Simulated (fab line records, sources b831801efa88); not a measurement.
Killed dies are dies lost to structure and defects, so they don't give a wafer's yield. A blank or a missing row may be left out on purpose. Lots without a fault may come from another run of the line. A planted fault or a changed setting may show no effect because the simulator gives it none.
Which tool did it? | flow gf180mcu | 12 lots, 36 wafers sampled, at 4 steps of a route of 602

WHAT THE GAUGES READ, wafer by wafer
GF_M2_OVL_MEAS_15.
lot  | measured     | on         | M2_OVL (nm)
L658 | day 19 21:05 | overlay-02 | 5 8 2
L659 | day 20 00:16 | overlay-01 | 0 1 -3
L660 | day 20 08:02 | overlay-01 | 2 -4 0
L661 | day 20 17:30 | overlay-02 | -11 -12 -14
L662 | day 21 07:40 | overlay-02 | -3 -7 -1
L669 | day 23 21:40 | overlay-01 | -3 0 -6
L674 | day 25 08:02 | overlay-02 | -1 9 6
L675 | day 25 18:19 | overlay-01 | -2 -1 -7
L676 | day 25 23:38 | overlay-01 | -12 -7 -6
L677 | day 26 07:17 | overlay-02 | 0 4 6
L679 | day 26 20:05 | overlay-02 | 2 -3 3
L680 | day 27 01:14 | overlay-01 | -20 -16 -15

GF_V2_CD_MEAS_14: target cd 260 nm.
lot  | measured     | on        | cd_nm (nm)
L658 | day 20 22:58 | cd_sem-01 | 258.6 257.8 260.3
L659 | day 21 02:18 | cd_sem-01 | 262.6 260.3 262.4
L660 | day 21 10:10 | cd_sem-02 | 258.5 259.2 259.0
L661 | day 21 18:52 | cd_sem-02 | 260.2 261.1 259.9
L662 | day 22 08:29 | cd_sem-01 | 259.6 258.0 258.4
L669 | day 24 21:21 | cd_sem-02 | 260.8 261.0 260.6
L674 | day 26 06:10 | cd_sem-02 | 262.1 263.0 262.6
L675 | day 26 16:38 | cd_sem-02 | 260.3 260.3 260.1
L676 | day 26 21:54 | cd_sem-02 | 262.0 261.9 261.3
L677 | day 27 05:14 | cd_sem-01 | 259.7 259.0 259.9
L679 | day 27 17:02 | cd_sem-01 | 260.4 262.4 262.0
L680 | day 27 22:25 | cd_sem-01 | 259.2 258.6 258.3

WHICH TOOL RAN EACH LOT (tool, then ch and the chambers of the sampled wafers, then the start)
lot  | GF_V1_CMP_26                  | GF_V2_CVD_02
L658 | cmp-01 ch 0,1,2, day 18 20:02 | pecvd-03 ch 0,1, day 19 21:56
L659 | cmp-01 ch 0,2, day 18 23:17   | pecvd-04 ch 0,1,2, day 20 01:07
L660 | cmp-02 ch 0,1,3, day 19 07:19 | pecvd-03 ch 0,1, day 20 08:51
L661 | cmp-02 ch 0,2,3, day 19 15:59 | pecvd-02 ch 0,2, day 20 18:18
L662 | cmp-02 ch 2,3, day 20 06:43   | pecvd-02 ch 0,1,2, day 21 08:29
L669 | cmp-02 ch 0,2, day 22 22:25   | pecvd-02 ch 0,1,2, day 23 22:33
L674 | cmp-02 ch 0,1,3, day 24 09:26 | pecvd-02 ch 0,2, day 25 08:51
L675 | cmp-02 ch 0,1,2, day 24 20:26 | pecvd-03 ch 0,2, day 25 19:08
L676 | cmp-02 ch 0,2,3, day 25 01:55 | pecvd-04 ch 0,1,2, day 26 00:46
L677 | cmp-02 ch 0,2,3, day 25 09:43 | pecvd-02 ch 0,1, day 26 08:06
L679 | cmp-02 ch 2,3, day 25 22:31   | pecvd-03 ch 0,1,2, day 26 20:54
L680 | cmp-01 ch 1,2,3, day 26 03:38 | pecvd-02 ch 0,1, day 27 02:03
- GF_V1_CMP_26: polishes, stops on SiO2, t overpolish 15 s, target thk 0 nm.
- GF_V2_CVD_02: deposits SiO2 from TEOS, target thk 850 nm, time 94.851 s.

WHAT THE TOOLS THEMSELVES READ (means of the sampled wafers that have a number; where no wafer has one, the mark that the record gives instead)
GF_V1_CMP_26.
lot  | tool   | motor_current_A (A) | overpolish_run_s (s) | platen_rpm (rpm) | retaining_ring_pressure_frac | slurry_filter_dp_kPa (kPa) | time_to_endpoint_s (s)
L658 | cmp-01 | 9.8                 | 15.000               | 60.00            | 0.999                        | 13.47                      | 85
L659 | cmp-01 | 9.6                 | 14.992               | 60.00            | 1.002                        | 13.64                      | 85
L660 | cmp-02 | 11.0                | 14.996               | 60.00            | 1.005                        | 13.42                      | 85
L661 | cmp-02 | 10.3                | 14.996               | 60.02            | 0.995                        | 13.50                      | 86
L662 | cmp-02 | 9.4                 | 14.997               | 59.98            | 0.998                        | 13.52                      | 84
L669 | cmp-02 | 10.7                | 14.998               | 60.01            | 1.004                        | 13.45                      | 85
L674 | cmp-02 | 10.6                | 15.005               | 59.98            | 1.000                        | 13.59                      | 89
L675 | cmp-02 | 10.8                | 15.002               | 60.01            | 1.002                        | 13.57                      | 90
L676 | cmp-02 | 10.0                | 14.987               | 59.99            | 1.005                        | 13.52                      | 87
L677 | cmp-02 | 10.3                | 15.002               | 59.99            | 0.996                        | 13.46                      | 85
L679 | cmp-02 | 9.5                 | 14.998               | 60.02            | 1.002                        | 13.56                      | 84
L680 | cmp-01 | 9.8                 | 14.995               | 59.99            | 1.000                        | 13.68                      | 87

GF_V2_CVD_02.
lot  | tool     | heater_power_outer_w (W) | heater_power_w (W) | rf_fwd_power_W (W)
L658 | pecvd-03 | 352                      | 613                | 595.9
L659 | pecvd-04 | 356                      | 620                | 595.1
L660 | pecvd-03 | -                        | -                  | -
L661 | pecvd-02 | -                        | -                  | -
L662 | pecvd-02 | 444                      | 723                | 596.4
L669 | pecvd-02 | 399                      | 669                | 596.9
L674 | pecvd-02 | 438                      | 728                | 594.0
L675 | pecvd-03 | 390                      | 656                | 597.6
L676 | pecvd-04 | 366                      | 635                | 595.2
L677 | pecvd-02 | 396                      | 662                | 597.2
L679 | pecvd-03 | 310                      | 554                | 597.1
L680 | pecvd-02 | 433                      | 719                | 596.6

THE ANSWER, worked out from the rows above alone
Rule: what is usual is taken from the lots themselves. Put in order of their means at a reading, lots are off if they are a third of the lots or fewer, leave a main group of 4 or more, and stand apart from it by a gap of 3 or more times the standard deviation of the main group's means; of several such gaps the widest counts. A main group whose means are all the same, to the digits that the tables above print for the reading, isn't used. A lot without any number at a reading at which 4 lots or more have one is off too. The other lots that the step has rows for count as sound. The gauges are gone through in route order, then the tools' own readings, and for those a lot's mean is taken as printed above. The first step at which some lot is off is used, and at that step the reading that is off furthest; a lot without a number counts as furthest.
Off: L660, L661, at GF_V2_CVD_02 (heater_power_outer_w). Without a number there: L660, L661. The main group: mean 388 W, standard deviation 41.
A tool fits if, at that step or a process step before it, it ran every lot that is off, and no sound lot after the first of them. None of those tried fits.

WHAT THE SIMULATOR HAD PUT IN
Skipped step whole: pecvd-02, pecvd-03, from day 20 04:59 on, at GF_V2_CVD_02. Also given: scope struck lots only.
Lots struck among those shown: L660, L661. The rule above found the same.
